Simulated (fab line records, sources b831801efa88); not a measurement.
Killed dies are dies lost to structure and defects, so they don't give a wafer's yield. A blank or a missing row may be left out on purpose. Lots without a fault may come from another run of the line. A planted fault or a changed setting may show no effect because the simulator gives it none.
A struck lot beside a sound one | flow gf180mcu | 37 steps out of a route of 602
Sound: wafers L277.1, L277.4, L277.5. Struck: wafers L267.5, L267.6. (L267.1 of the same lot was not struck and is left out.) The cause comes at the end.
At each step with rows: each side's tool, then ch and its chambers, then its first start. Under that, the readings that differ: sound wafers | struck wafers | difference of the means | sigmas: that difference in standard deviations of wafers without a fault.
alike: readings whose means differ by less than 2 such deviations, and words and numbers that are the same on both sides. not compared: withheld readings, readings that some wafer has no value for, bounds like >300 that may hide the same value, and numbers for which the record gives no deviation and whose values overlap.
The two part at a step that has a row with sigmas, a row that says differs or no value, or rows on one side only. Numbers that don't overlap but have no deviation are shown without sigmas and don't part them. A reading that every wafer of one side lacks parts them only if that side has two wafers or more.

first, 2 steps without rows for these wafers: GF_M3_PEB_12 (peb time 90 s); GF_M3_DEVELOP_13 (develop time 60 s).
GF_M3_CD_MEAS_14: target cd 280 nm.
  sound on cd_sem-01, day 27 11:02; struck on cd_sem-02, day 24 05:52
  reading    | sound             | struck      | difference | sigmas
  cd_nm (nm) | 281.6 282.9 284.9 | 277.3 277.8 | -5.6       | -4
GF_M3_OVL_MEAS_15:
  sound on overlay-02, day 27 11:10; struck on overlay-02, day 24 05:59
  alike: M3_OVL
then, 1 step without rows for these wafers: GF_M3_METAL_ETCH_16 (etches the open film in Cl2/BCl3, stops on SiO2, target depth 750.8 nm, time 125.1 s).
GF_M3_STRIP_17: strips in O2/N2.
  sound on plasma_asher-03 ch 0, day 27 11:20; struck on plasma_asher-02 ch 0,1, day 24 06:09
  alike: drypump_motor_current_A, heater_power_w, oes_product_au, platen_temp_c, strip_time_to_endpoint_s
  not compared: rf_hours_counter_h
then, 3 steps without rows for these wafers: GF_M3_STRIP_18 (strips in post etch residue remover, time 1200 s); GF_M3_CLEAN_19 (cleans in DIW); GF_V3_CVD_00 (deposits SiO2, target thk 600 nm, time 100 s).
GF_V3_THK_MEAS_01:
  sound on film_metro-04, day 27 11:56; struck on film_metro-04, day 24 06:47
  alike: V3_CVD_00_THK
GF_V3_CVD_02: deposits SiO2 from TEOS, target thk 850 nm, time 94.851 s.
  sound on pecvd-03 ch 0,1,2, day 27 11:59; struck on pecvd-04 ch 0,1, day 24 06:50
  alike: heater_power_w
  not compared: since_wet_clean_h
GF_V3_THK_MEAS_03:
  sound on film_metro-03, day 27 12:04; struck on film_metro-03, day 24 06:55
  alike: V3_CVD_02_THK
GF_V3_CMP_04: polishes SiO2.
  sound on cmp-01 ch 0,3, day 27 12:07; struck on cmp-02 ch 0,1, day 24 07:04
  reading                             | sound           | struck      | difference | sigmas
  time_to_endpoint_s (s)              | 77 82 79        | 60 61       | -19        | -3
  model.SiO2_of_V3_CVD_02.thk_nm (nm) | 630.3 631.3 631 | 694.5 695.8 | +64.3      |
  alike: motor_current_A, retaining_ring_pressure_frac
GF_V3_BOW_MEAS_05:
  sound on film_metro-01, day 27 12:25; struck on film_metro-03, day 24 07:16
  alike: V3_BOW
then, 8 steps without rows for these wafers: GF_V3_DEHYDRATE_06 (time 60 s); GF_V3_HMDS_07 (prime time 60 s); GF_V3_COAT_08; GF_V3_COAT_09 (resist thk 1000 nm); GF_V3_SOFTBAKE_10 (time 60 s); GF_V3_EXPOSE_11 (exposes mask Via3, target cd 260 nm); GF_V3_PEB_12 (peb time 90 s); GF_V3_DEVELOP_13 (develop time 60 s).
GF_V3_CD_MEAS_14: target cd 260 nm.
  sound on cd_sem-02, day 28 08:11; struck on cd_sem-01, day 25 04:33
  alike: cd_nm
GF_V3_OVL_MEAS_15:
  sound on overlay-02, day 28 08:19; struck on overlay-02, day 25 04:40
  alike: V3_OVL
then, 1 step without rows for these wafers: GF_V3_ETCH_16 (etches BARC in N2/H2).
GF_V3_ETCH_17: etches SiO2 in C4F8/O2/Ar, stops on TiN, target depth 635 nm.
  sound on rie_diel-01 ch 0,3; struck on rie_diel-01 ch 2,3
  reading                        | sound             | struck      | difference | sigmas
  oes_product_au (a.u.)          | 0.852 0.858 0.863 | 0.901 0.898 | +0.042     | +9
  model.etch.depth_nm (nm)       | 630.3 631.3 631   | 694.5 695.8 | +64.3      |
  model.V3.feature_depth_nm (nm) | 630.3 631.3 631   | 694.5 695.8 | +64.3      |
then, 3 steps without rows for these wafers: GF_V3_STRIP_18 (strips in O2/N2); GF_V3_STRIP_19 (strips in post etch residue remover, time 1200 s); GF_V3_CLEAN_20 (cleans in DIW).
GF_V3_SPUTTER_21: material Ti, target thk 15 nm, time 80.02 s.
  sound on pvd_sputter-04, day 28 09:01; struck on pvd_sputter-01, day 25 05:24
  alike: cathode_dc_power_W, throttle_valve_pct
GF_V3_SPUTTER_22: material TiN, target thk 10 nm, time 40 s.
  sound on pvd_sputter-04, day 28 09:04; struck on pvd_sputter-01, day 25 05:28
  alike: cathode_dc_power_W, throttle_valve_pct
then, 1 step without rows for these wafers: GF_V3_CVD_23 (deposits W, target thk 350 nm, time 104.9 s).
GF_V3_RS_MEAS_24: measures by four-point-probe.
  sound on film_metro-04, day 28 09:13; struck on film_metro-03, day 25 05:37
  alike: V3_W_RS
GF_V3_THK_MEAS_25: measures by xrf.
  sound on film_metro-04, day 28 09:20; struck on film_metro-03, day 25 05:44
  alike: V3_W_THK
GF_V3_CMP_26: polishes, stops on SiO2, t overpolish 15 s, target thk 0 nm.
  sound on cmp-01 ch 1,3, day 28 09:24; struck on cmp-02 ch 2,3, day 25 05:50
  reading                             | sound             | struck    | difference | sigmas
  model.SiO2_of_V3_CVD_02.thk_nm (nm) | 626.5 627.5 627.2 | 690.7 692 | +64.3      |
  alike: motor_current_A, retaining_ring_pressure_frac
GF_M4_SPUTTER_00: material Ti, target thk 37.5 nm, time 150 s.
  sound on pvd_sputter-03, day 28 09:42; struck on pvd_sputter-04, day 25 06:05
  alike: cathode_dc_power_W, throttle_valve_pct
then, 1 step without rows for these wafers: GF_PASSIVATION_PROBE_99.

WHERE THEY PART
First at GF_M3_CD_MEAS_14; last, within this record, at GF_V3_ETCH_17. Later steps at which nothing parts them and some readings are alike: GF_V3_SPUTTER_21, GF_V3_SPUTTER_22, GF_V3_RS_MEAS_24, GF_V3_THK_MEAS_25, GF_V3_CMP_26, GF_M4_SPUTTER_00.

WHY: what the simulator had put in
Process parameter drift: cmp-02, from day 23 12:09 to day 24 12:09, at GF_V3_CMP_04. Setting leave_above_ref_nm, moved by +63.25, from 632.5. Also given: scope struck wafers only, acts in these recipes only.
